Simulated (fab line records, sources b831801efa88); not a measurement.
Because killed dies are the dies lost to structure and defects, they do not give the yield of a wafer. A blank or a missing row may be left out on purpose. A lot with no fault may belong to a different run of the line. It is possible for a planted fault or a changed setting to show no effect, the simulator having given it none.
2 desks, one fault ; flow sfq_line ; every desk sees just its own numbers, and what lay behind them comes last

AT THE METROLOGY DESK
What the gauges read, lot by lot, whatever tool the lot ran on: means of the sampled wafers that have a number. If a lot's mean is further than 4 standard deviations from the usual mean, the lot is out of limits and carries the mark OUT (the distance appears in the brackets).
Columns: A = M8_BOW at SFQ_M8_BOW_MEAS_951, usual 7 um
lot;first seen here;A
L933;day 80 01:03;6
L934;day 80 12:17;10
L935;day 80 18:16;-2
L937;day 81 18:36;-8
L939;day 82 04:43;6
L940;day 82 07:08;-6
L943;day 85 15:43;-3
L944;day 86 14:11;12
L948;day 86 20:11;20
L949;day 87 14:49;24
L952;day 88 19:58;17
L953;day 92 05:06;5
L954;day 92 08:40;4
L955;day 92 12:53;2
Result from this desk: across the 14 lots, nothing is out of limits.

FOR THE TOOL OWNER'S DESK: litho_track-03
The tool's own readings at SFQ_TRILAYER_M7_LITHO_COAT_182 (resist thk 62 nm): means of the sampled wafers that have a number, for each lot that ran on this tool. If a lot's mean is further than 4 standard deviations from the usual mean, the lot is out of limits and carries the mark OUT (the distance appears in the brackets).
Columns: A = chill_plate_temp_C at SFQ_TRILAYER_M7_LITHO_COAT_182, usual 22.98 C; B = spin_speed_rpm at SFQ_TRILAYER_M7_LITHO_COAT_182, usual 3000.3 rpm
lot;first seen here;A;B
L933;day 72 03:43;22.91;2999.0
L939;day 76 19:29;22.91;3001.0
L940;day 76 20:45;23.18;3001.4
L943;day 81 00:14;22.81;3000.5
L948;day 82 04:05;22.88;3195.4 (+98) OUT
L949;day 82 08:56;22.87;3197.5 (+99) OUT
L954;day 85 18:08;22.98;3002.0
This desk's finding: out of limits on L948, L949; first on L948, day 82 04:05 (spin_speed_rpm at SFQ_TRILAYER_M7_LITHO_COAT_182). L933, L939, L940, L943, L954: within limits.

BROUGHT TOGETHER
The tool owner's desk could have raised an alarm at day 82 04:05, on L948, L949.
The metrology desk saw nothing out of limits.
The metrology desk holds a record of L948, L949, inside its limits.
Of the lots named, all ran SFQ_TRILAYER_M7_LITHO_COAT_182 on litho_track-03.

WHAT THE SIMULATOR HAD PUT IN
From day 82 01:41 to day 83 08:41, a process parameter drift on litho_track-03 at SFQ_TRILAYER_M7_LITHO_COAT_182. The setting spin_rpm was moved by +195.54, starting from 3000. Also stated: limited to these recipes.
Shown lots that were struck: L948, L949.
Time in hours from fault onset to the first out-of-limits reading at each desk: the tool owner's desk, 2.
